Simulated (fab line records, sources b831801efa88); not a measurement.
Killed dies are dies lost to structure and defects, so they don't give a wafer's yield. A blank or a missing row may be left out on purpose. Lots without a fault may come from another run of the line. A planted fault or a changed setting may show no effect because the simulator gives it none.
Which tool did it? | flow gf180mcu | 14 lots, 42 wafers sampled, at 4 steps of a route of 602

WHAT THE GAUGES READ, wafer by wafer
GF_M4_THK_MEAS_06: measures by xrf. Usual: M4_ALCU_THK 455 nm, standard deviation 5.2.
lot  | measured     | on            | M4_ALCU_THK (nm) | flag
L190 | day 23 00:31 | film_metro-03 | 460 460 460      |
L191 | day 23 02:22 | film_metro-02 | 456 463 457      |
L192 | day 23 14:43 | film_metro-04 | 459 455 455      |
L193 | day 24 00:55 | film_metro-02 | 456 460 451      |
L194 | day 24 02:49 | film_metro-03 | 457 454 449      |
L197 | day 25 07:11 | film_metro-04 | 454 459 457      |
L201 | day 26 08:47 | film_metro-04 | 463 453 459      |
L203 | day 27 02:38 | film_metro-04 | 453 456 448      |
L205 | day 27 12:51 | film_metro-04 | 443 448 451      |
L207 | day 28 03:39 | film_metro-04 | 450 449 455      |
L208 | day 28 08:52 | film_metro-03 | 448 457 450      |
L211 | day 29 04:29 | film_metro-04 | 450 452 446      |
L212 | day 29 08:55 | film_metro-03 | 446 456 457      |
L213 | day 29 18:02 | film_metro-04 | 464 456 456      |

GF_V4_OVL_MEAS_15. Usual: V4_OVL -3 nm, standard deviation 5.
lot  | measured     | on         | V4_OVL (nm) | flag
L190 | day 24 21:27 | overlay-01 | -10 -2 -4   |
L191 | day 25 00:00 | overlay-01 | 0 2 8       |
L192 | day 25 11:35 | overlay-02 | -3 4 0      |
L193 | day 25 20:48 | overlay-01 | -4 -6 -1    |
L194 | day 25 22:03 | overlay-01 | -4 -5 -10   |
L197 | day 27 01:13 | overlay-01 | 1 5 -3      |
L201 | day 28 02:14 | overlay-02 | -15 -4 -5   |
L203 | day 28 19:18 | overlay-01 | -10 -1 -1   |
L205 | day 29 05:35 | overlay-01 | -4 -7 -4    |
L207 | day 29 19:36 | overlay-02 | -9 -7 -3    |
L208 | day 30 01:05 | overlay-02 | 5 -8 -3     |
L211 | day 30 18:41 | overlay-02 | -4 -2 -5    |
L212 | day 30 23:41 | overlay-02 | -2 3 1      |
L213 | day 31 07:08 | overlay-02 | -5 1 -1     |

WHICH TOOL RAN EACH LOT (tool, then ch and the chambers of the sampled wafers, then the start)
lot  | GF_M4_SPUTTER_04             | GF_V4_PEB_12
L190 | pvd_sputter-03, day 23 00:20 | litho_track-01 ch 0, day 24 21:01
L191 | pvd_sputter-04, day 23 02:12 | litho_track-01 ch 0, day 24 23:34
L192 | pvd_sputter-04, day 23 14:33 | litho_track-03 ch 0, day 25 11:08
L193 | pvd_sputter-04, day 24 00:45 | litho_track-01 ch 0, day 25 20:20
L194 | pvd_sputter-03, day 24 02:40 | litho_track-01 ch 0, day 25 21:35
L197 | pvd_sputter-03, day 25 07:02 | litho_track-03 ch 0, day 27 00:45
L201 | pvd_sputter-01, day 26 08:37 | litho_track-03 ch 0, day 28 01:47
L203 | pvd_sputter-04, day 27 02:28 | litho_track-03 ch 0, day 28 18:45
L205 | pvd_sputter-04, day 27 12:41 | litho_track-04 ch 0, day 29 05:07
L207 | pvd_sputter-04, day 28 03:28 | litho_track-04 ch 0, day 29 19:13
L208 | pvd_sputter-03, day 28 08:43 | litho_track-01 ch 0, day 30 00:37
L211 | pvd_sputter-04, day 29 04:20 | litho_track-04 ch 0, day 30 18:13
L212 | pvd_sputter-03, day 29 08:46 | litho_track-04 ch 0, day 30 23:13
L213 | pvd_sputter-01, day 29 17:52 | litho_track-04 ch 0, day 31 06:41
- GF_M4_SPUTTER_04: material TiN, target thk 50 nm, time 39.7 s.
- GF_V4_PEB_12: peb time 90 s.

WHAT THE TOOLS THEMSELVES READ (means of the sampled wafers that have a number; where no wafer has one, the mark that the record gives instead)
GF_M4_SPUTTER_04. Usual: throttle_valve_pct 29.7 %, standard deviation 0.92.
lot  | tool           | throttle_valve_pct (%) | flag
L190 | pvd_sputter-03 | 29.5                   |
L191 | pvd_sputter-04 | 29.9                   |
L192 | pvd_sputter-04 | 28.7                   |
L193 | pvd_sputter-04 | 28.9                   |
L194 | pvd_sputter-03 | 30.1                   |
L197 | pvd_sputter-03 | 29.4                   |
L201 | pvd_sputter-01 | 29.9                   |
L203 | pvd_sputter-04 | 29.0                   |
L205 | pvd_sputter-04 | 29.0                   |
L207 | pvd_sputter-04 | 29.7                   |
L208 | pvd_sputter-03 | 29.4                   |
L211 | pvd_sputter-04 | 29.2                   |
L212 | pvd_sputter-03 | 30.0                   |
L213 | pvd_sputter-01 | 30.4                   |

GF_V4_PEB_12. Usual: heater_power_total_W 85.71 W, standard deviation 0.081; plate_temp_C 135.00 C, standard deviation 0.14.
lot  | tool           | heater_power_total_W (W) | plate_temp_C (C) | flag
L190 | litho_track-01 | 85.71                    | 135.18           |
L191 | litho_track-01 | 85.72                    | 134.99           |
L192 | litho_track-03 | 85.67                    | 135.11           |
L193 | litho_track-01 | 85.75                    | 135.09           |
L194 | litho_track-01 | 85.69                    | 135.05           |
L197 | litho_track-03 | 85.70                    | 134.99           |
L201 | litho_track-03 | 86.45                    | 135.94           | OFF
L203 | litho_track-03 | 86.39                    | 136.03           | OFF
L205 | litho_track-04 | 85.69                    | 135.02           |
L207 | litho_track-04 | 85.73                    | 134.98           |
L208 | litho_track-01 | 85.73                    | 134.98           |
L211 | litho_track-04 | 85.75                    | 134.89           |
L212 | litho_track-04 | 85.73                    | 134.92           |
L213 | litho_track-04 | 85.72                    | 134.96           |

THE ANSWER, worked out from the rows above alone
Rule: a lot is off if the mean of its wafers that have a number lies more than 3 standard deviations from the usual mean. A lot without any number at a reading at which 4 lots or more have one is off too. The other lots that the step has rows for count as sound. The gauges are gone through in route order, then the tools' own readings, and for those a lot's mean is taken as printed above. The first step at which some lot is off is used, and at that step the reading that is off furthest; a lot without a number counts as furthest.
Off: L201, L203, at GF_V4_PEB_12 (heater_power_total_W).
A tool fits if, at that step or a process step before it, it ran every lot that is off, and no sound lot after the first of them. One fits: litho_track-03 at GF_V4_PEB_12. Its last sound lot is L197 (day 27 00:45), its first lot that is off L201 (day 28 01:47): a fault that began between those two fits.
The tool's own readings at GF_V4_PEB_12 bear it out: on the lots that are off they differ by more than 5 times the standard deviation of the sound lots' means. heater_power_total_W reads 86.42 W there against 85.72 W on the sound lots; plate_temp_C reads 135.99 C there against 135.01 C on the sound lots.

WHAT THE SIMULATOR HAD PUT IN
Process parameter drift: litho_track-03, from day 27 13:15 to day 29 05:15, at GF_V4_PEB_12. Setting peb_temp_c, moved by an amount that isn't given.
Lots struck among those shown: L201, L203. The rule above found the same.
